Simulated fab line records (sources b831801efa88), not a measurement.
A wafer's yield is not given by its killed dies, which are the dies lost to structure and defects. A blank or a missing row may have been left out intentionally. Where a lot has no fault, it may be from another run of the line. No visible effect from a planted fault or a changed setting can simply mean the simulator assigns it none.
Which tool did it? / flow gf180mcu / 14 lots with 42 wafers sampled at 4 steps, on a route of 602 steps

WHAT EACH GAUGE READ, for each wafer
GF_VT_IMPLANT_TW_MEAS_43. Usual: VT_IMPLANT_4_TW 693, standard deviation 7.3.
lot=L478; measured=day 7 15:01; on=film_metro-03; VT_IMPLANT_4_TW=696 701 699; flag=
lot=L479; measured=day 7 20:28; on=film_metro-02; VT_IMPLANT_4_TW=690 684 688; flag=
lot=L480; measured=day 8 07:44; on=film_metro-03; VT_IMPLANT_4_TW=704 706 706; flag=
lot=L481; measured=day 8 12:53; on=film_metro-02; VT_IMPLANT_4_TW=688 683 691; flag=
lot=L482; measured=day 8 15:11; on=film_metro-03; VT_IMPLANT_4_TW=701 702 704; flag=
lot=L483; measured=day 8 22:43; on=film_metro-03; VT_IMPLANT_4_TW=703 702 701; flag=
lot=L484; measured=day 9 05:49; on=film_metro-03; VT_IMPLANT_4_TW=702 701 704; flag=
lot=L487; measured=day 10 02:07; on=film_metro-02; VT_IMPLANT_4_TW=689 683 687; flag=
lot=L488; measured=day 10 09:20; on=film_metro-02; VT_IMPLANT_4_TW=685 684 684; flag=
lot=L491; measured=day 11 05:50; on=film_metro-01; VT_IMPLANT_4_TW=724 721 720; flag=OFF
lot=L492; measured=day 11 14:05; on=film_metro-03; VT_IMPLANT_4_TW=729 735 736; flag=OFF
lot=L495; measured=day 12 09:25; on=film_metro-02; VT_IMPLANT_4_TW=685 692 689; flag=
lot=L496; measured=day 12 13:47; on=film_metro-01; VT_IMPLANT_4_TW=688 685 689; flag=
lot=L498; measured=day 13 05:34; on=film_metro-02; VT_IMPLANT_4_TW=691 686 685; flag=

GF_POLY_GATE_CD_MEAS_18. Usual: cd_nm reads 280.1 nm (standard deviation 2.1).
lot=L478; measured=day 9 09:31; on=cd_sem-02; cd_nm (nm)=281.0 282.6 281.4; flag=
lot=L479; measured=day 9 16:39; on=cd_sem-02; cd_nm (nm)=281.7 278.1 282.2; flag=
lot=L480; measured=day 10 00:50; on=cd_sem-02; cd_nm (nm)=279.7 277.8 279.4; flag=
lot=L481; measured=day 10 06:04; on=cd_sem-01; cd_nm (nm)=279.6 278.8 276.9; flag=
lot=L482; measured=day 10 08:54; on=cd_sem-01; cd_nm (nm)=278.3 278.9 280.1; flag=
lot=L483; measured=day 10 17:22; on=cd_sem-01; cd_nm (nm)=283.2 281.9 280.8; flag=
lot=L484; measured=day 11 01:17; on=cd_sem-02; cd_nm (nm)=279.4 282.1 280.8; flag=
lot=L487; measured=day 11 20:58; on=cd_sem-02; cd_nm (nm)=281.9 278.3 278.7; flag=
lot=L488; measured=day 12 06:38; on=cd_sem-01; cd_nm (nm)=282.8 277.4 281.8; flag=
lot=L491; measured=day 13 04:07; on=cd_sem-01; cd_nm (nm)=283.5 283.3 280.1; flag=
lot=L492; measured=day 13 13:19; on=cd_sem-01; cd_nm (nm)=282.5 280.1 279.9; flag=
lot=L495; measured=day 14 10:14; on=cd_sem-02; cd_nm (nm)=280.0 279.5 282.2; flag=
lot=L496; measured=day 14 15:51; on=cd_sem-02; cd_nm (nm)=280.1 277.7 277.6; flag=
lot=L498; measured=day 15 07:53; on=cd_sem-01; cd_nm (nm)=280.5 278.7 279.3; flag=

GF_HV_LDD_OVL_MEAS_32. Usual: HV_LDD_02_OVL 0.4 nm, standard deviation 1.5.
lot=L478; measured=day 11 15:59; on=overlay-01; HV_LDD_02_OVL (nm)=1.9 0.9 2.2; flag=
lot=L479; measured=day 11 23:44; on=overlay-02; HV_LDD_02_OVL (nm)=-0.6 0.9 -2.1; flag=
lot=L480; measured=day 12 08:55; on=overlay-01; HV_LDD_02_OVL (nm)=-0.1 1.0 -1.2; flag=
lot=L481; measured=day 12 13:52; on=overlay-02; HV_LDD_02_OVL (nm)=-1.7 -0.3 0.0; flag=
lot=L482; measured=day 12 17:52; on=overlay-01; HV_LDD_02_OVL (nm)=1.1 2.0 0.7; flag=
lot=L483; measured=day 13 02:53; on=overlay-01; HV_LDD_02_OVL (nm)=-0.6 -1.8 -2.2; flag=
lot=L484; measured=day 13 10:51; on=overlay-01; HV_LDD_02_OVL (nm)=0.1 -0.6 0.0; flag=
lot=L487; measured=day 14 09:58; on=overlay-02; HV_LDD_02_OVL (nm)=1.0 2.1 1.0; flag=
lot=L488; measured=day 14 19:40; on=overlay-02; HV_LDD_02_OVL (nm)=1.3 2.4 1.8; flag=
lot=L491; measured=day 15 20:18; on=overlay-01; HV_LDD_02_OVL (nm)=3.2 3.4 4.5; flag=
lot=L492; measured=day 16 04:16; on=overlay-02; HV_LDD_02_OVL (nm)=-2.2 -1.9 -0.6; flag=
lot=L495; measured=day 17 02:40; on=overlay-01; HV_LDD_02_OVL (nm)=-0.9 -1.2 1.1; flag=
lot=L496; measured=day 17 10:28; on=overlay-01; HV_LDD_02_OVL (nm)=-1.2 2.0 1.8; flag=
lot=L498; measured=day 18 02:32; on=overlay-02; HV_LDD_02_OVL (nm)=2.0 1.6 1.0; flag=

WHICH TOOL RAN EACH LOT (tool, then ch and the chambers of the sampled wafers, then the start)
lot=L478; GF_VT_IMPLANT_IMPLANT_41=implanter-03 ch 0, day 7 14:47
lot=L479; GF_VT_IMPLANT_IMPLANT_41=implanter-04 ch 0, day 7 20:14
lot=L480; GF_VT_IMPLANT_IMPLANT_41=implanter-04 ch 0, day 8 07:29
lot=L481; GF_VT_IMPLANT_IMPLANT_41=implanter-04 ch 0, day 8 12:38
lot=L482; GF_VT_IMPLANT_IMPLANT_41=implanter-02 ch 0, day 8 14:56
lot=L483; GF_VT_IMPLANT_IMPLANT_41=implanter-03 ch 0, day 8 22:28
lot=L484; GF_VT_IMPLANT_IMPLANT_41=implanter-04 ch 0, day 9 05:34
lot=L487; GF_VT_IMPLANT_IMPLANT_41=implanter-02 ch 0, day 10 01:52
lot=L488; GF_VT_IMPLANT_IMPLANT_41=implanter-03 ch 0, day 10 09:05
lot=L491; GF_VT_IMPLANT_IMPLANT_41=implanter-04 ch 0, day 11 05:35
lot=L492; GF_VT_IMPLANT_IMPLANT_41=implanter-04 ch 0, day 11 13:50
lot=L495; GF_VT_IMPLANT_IMPLANT_41=implanter-02 ch 0, day 12 09:13
lot=L496; GF_VT_IMPLANT_IMPLANT_41=implanter-03 ch 0, day 12 13:32
lot=L498; GF_VT_IMPLANT_IMPLANT_41=implanter-03 ch 0, day 13 05:20
- GF_VT_IMPLANT_IMPLANT_41

WHAT THE TOOLS THEMSELVES READ (means of the sampled wafers that have a number; where no wafer has one, the mark that the record gives instead)
GF_VT_IMPLANT_IMPLANT_41. Usual: beam_energy_keV reads 70.001 (standard deviation 0.023).
lot=L478 tool=implanter-03 beam_energy_keV=70.028 flag=
lot=L479 tool=implanter-04 beam_energy_keV=70.027 flag=
lot=L480 tool=implanter-04 beam_energy_keV=69.997 flag=
lot=L481 tool=implanter-04 beam_energy_keV=70.013 flag=
lot=L482 tool=implanter-02 beam_energy_keV=69.993 flag=
lot=L483 tool=implanter-03 beam_energy_keV=70.007 flag=
lot=L484 tool=implanter-04 beam_energy_keV=69.962 flag=
lot=L487 tool=implanter-02 beam_energy_keV=69.987 flag=
lot=L488 tool=implanter-03 beam_energy_keV=70.006 flag=
lot=L491 tool=implanter-04 beam_energy_keV=82.193 flag=OFF
lot=L492 tool=implanter-04 beam_energy_keV=82.191 flag=OFF
lot=L495 tool=implanter-02 beam_energy_keV=70.013 flag=
lot=L496 tool=implanter-03 beam_energy_keV=70.001 flag=
lot=L498 tool=implanter-03 beam_energy_keV=70.005 flag=

THE ANSWER, worked out from the rows above alone
Rule: a lot counts as off when the mean over its wafers that have a number is more than 3 standard deviations away from the usual mean. Also off: a lot with no number at a reading for which 4 or more lots have one. Any other lot the step has rows for is counted as sound. Order of review: gauges by route order, followed by the tools' own readings, for which a lot's mean as printed above is used. At the first step where some lot is off, the reading lying furthest off is the one used; lots without a number count as furthest.
Off: at GF_VT_IMPLANT_TW_MEAS_43 (VT_IMPLANT_4_TW), L491, L492.
A tool fits if, at a process step before that reading, it ran every lot that is off, and no sound lot after the first of them. Not tried: the gauges at GF_VT_IMPLANT_TW_MEAS_43; whatever is off there is also off at GF_VT_IMPLANT_IMPLANT_41, on other tools, and gauge error can't account for it. One candidate fits, namely implanter-04 at GF_VT_IMPLANT_IMPLANT_41. A fault onset in the window from L484 (day 9 05:34, its last sound lot) to L491 (day 11 05:35, its first lot off) fits.
The tool's own readings at GF_VT_IMPLANT_IMPLANT_41 bear it out: on the lots that are off they differ by more than 5 times the standard deviation of the sound lots' means. beam_energy_keV reads 82.192 there against 70.003 on the sound lots.

WHAT THE SIMULATOR HAD PUT IN
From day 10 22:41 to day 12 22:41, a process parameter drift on implanter-04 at GF_VT_IMPLANT_IMPLANT_41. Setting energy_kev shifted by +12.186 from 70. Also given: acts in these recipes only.
Struck lots among those shown: L491, L492. The rule given above showed the same thing.
